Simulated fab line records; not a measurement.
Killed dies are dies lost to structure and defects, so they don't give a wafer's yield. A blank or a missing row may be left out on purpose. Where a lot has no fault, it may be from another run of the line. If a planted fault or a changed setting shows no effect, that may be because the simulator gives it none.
Comparing a struck lot with a sound one + flow sky130 + 16 steps out of a route of 708
Sound: the wafers L914.4, L914.5, L914.6. Wafers struck: L926.3, L926.5, L926.6. The cause is given at the end.
At each step with rows: each side's tool, then ch and its chambers, then its first start. Under that, the readings that differ: sound wafers + struck wafers + difference of the means + sigmas: that difference in standard deviations of wafers without a fault.
alike: readings with means less than 2 such deviations apart, plus words and numbers identical on both sides. not compared: withheld readings, readings lacking a value on some wafer, bounds such as >300 that could conceal the same value, and numbers that have no deviation in the record and whose values overlap.
Wherever a step has rows on one side only, a row that says differs or no value, or a row with sigmas, the two part there. When numbers do not overlap yet have no deviation, they are printed without sigmas and do not part them. A reading missing from all wafers of one side parts the sides only when that side holds two or more wafers.

SKY_NWELL_RS_MEAS_29: measures by four-point-probe.
  sound on filmMetro-04, day 5 14:52; struck on filmMetro-02, day 8 18:44
  alike: NWELL_RS
SKY_NWELL_RS_MEAS_31: measures by four-point-probe.
  sound on filmMetro-04, day 5 15:06; struck on filmMetro-02, day 8 18:59
  alike: PWDE_RS
then, 7 steps without rows for these wafers: SKY_VT_ADJUST_HVTP_DEHYDRATE_00 (time 60 s); SKY_VT_ADJUST_HVTP_HMDS_01 (prime time 60 s); SKY_VT_ADJUST_HVTP_COAT_02 (resist thk 1140 nm); SKY_VT_ADJUST_HVTP_SOFTBAKE_03 (time 60 s); SKY_VT_ADJUST_HVTP_EXPOSE_04 (exposes mask HVTPM, target cd 380 nm); SKY_VT_ADJUST_HVTP_PEB_05; SKY_VT_ADJUST_HVTP_DEVELOP_06 (develop time 60 s).
SKY_VT_ADJUST_HVTP_CD_MEAS_07 targets a cd of 380 nm.
  sound on cdSem-01, day 6 09:49; struck on cdSem-01, day 9 16:17
  alike: cdNm
SKY_VT_ADJUST_HVTP_OVL_MEAS_08:
  sound on overlay-01, day 6 09:53; struck on overlay-02, day 9 16:23
| reading                 | sound         | struck      | difference | sigmas |
|-------------------------|---------------|-------------|------------|--------|
| VT_ADJUST_HVTP_OVL (nm) | -2.0 0.1 -0.5 | 2.4 2.1 4.1 | +3.7       | +2     |
SKY_VT_ADJUST_HVTP_IMPLANT_09:
  sound on implanter-03 ch 0, day 6 09:59; struck on implanter-03 ch 0, day 9 16:28
| reading          | sound                       | struck                        | difference | sigmas      |
|------------------|-----------------------------|-------------------------------|------------|-------------|
| doseIonsCm2      | 4.301e+12 4.3e+12 4.305e+12 | 4.917e+12 4.919e+12 4.912e+12 | +6.140e+11 | +99 or more |
| faradayCurrentUA | 24.1 24.3 24.0              | 28.1 29.1 27.8                | +4.2       | +9          |
SKY_VT_ADJUST_HVTP_STRIP_10: strips in O2/N2.
  sound on plasmaAsher-01 ch 0,1, day 6 10:05; struck on plasmaAsher-02 ch 0,1, day 9 16:35
| reading                  | sound       | struck      | difference | sigmas |
|--------------------------|-------------|-------------|------------|--------|
| drypumpMotorCurrentA (A) | 4.8 4.8 5.7 | 6.3 6.3 6.0 | +1.1       | +2     |
  alike: oesProductAu, stripTimeToEndpointS
  not compared: rfHoursCounterH
SKY_VT_ADJUST_HVTP_TW_MEAS_11:
  sound on filmMetro-04, day 6 10:11; struck on filmMetro-04, day 9 16:41
| reading           | sound          | struck         | difference | sigmas |
|-------------------|----------------|----------------|------------|--------|
| VT_ADJUST_HVTP_TW | 1359 1355 1357 | 1428 1422 1421 | +67        | +11    |
then, 1 step without rows for these wafers: SKY_VT_ADJUST_LVTN_DEHYDRATE_00 (time 60 s).
-- record jumps: 40 days separate the struck wafers' starts on either side; left off in module VT_ADJUST_LVTN, taken up again in module PAD_OPEN, whose first shown step is the route's number 708 --
SKY_PAD_OPEN_PROBE_99:
  sound on prober-02, day 46 00:58; struck on prober-01, day 49 06:33
| reading                               | sound                | struck              | difference | sigmas |
|---------------------------------------|----------------------|---------------------|------------|--------|
| model.etest.tipP.rsOhmSq              | 7014 6983 7019       | 7252 7259 7247      | +247       |        |
| model.etest.pfet_01v8.rOnOhmUm        | 2882 2944 2962       | 3043 2991 2977      | +74        |        |
| model.etest.pfet_01v8.driveUaUm       | 192.9 189.4 186.7    | 175.2 180.3 180.2   | -11.1      |        |
| model.etest.pfet_01v8_mvt.driveUaUm   | 150.6 149 147.2      | 135.6 139.3 138.5   | -11.1      |        |
| model.etest.pfet_01v8_hvt.driveUaUm   | 143.2 141.4 139.8    | 130.2 135.4 136.5   | -7.4       |        |
| model.etest.pfet_01v8.offLog10AUm     | -9.837 -10.2 -10.26  | -11.02 -10.92 -10.8 | -0.81      |        |
| model.etest.pfet_01v8_mvt.offLog10AUm | -10.82 -11.08 -10.96 | -12.12 -11.98 -12   | -1.08      |        |
  alike: killed_at_M0_to_M3, killed_at_M4_up, killedAtContacts, killedAtFrontEnd, killedAtOther, killedDies, killedOnRim, killedOpen, killedShort
  not compared: model.etest.sramPfetLatch.driveUaUm

## WHERE THEY PART
At SKY_VT_ADJUST_HVTP_OVL_MEAS_08 first; at SKY_VT_ADJUST_HVTP_TW_MEAS_11 last (within this record only). Later steps at which nothing parts them and some readings are alike: SKY_PAD_OPEN_PROBE_99.

WHY: the cause the simulator had injected
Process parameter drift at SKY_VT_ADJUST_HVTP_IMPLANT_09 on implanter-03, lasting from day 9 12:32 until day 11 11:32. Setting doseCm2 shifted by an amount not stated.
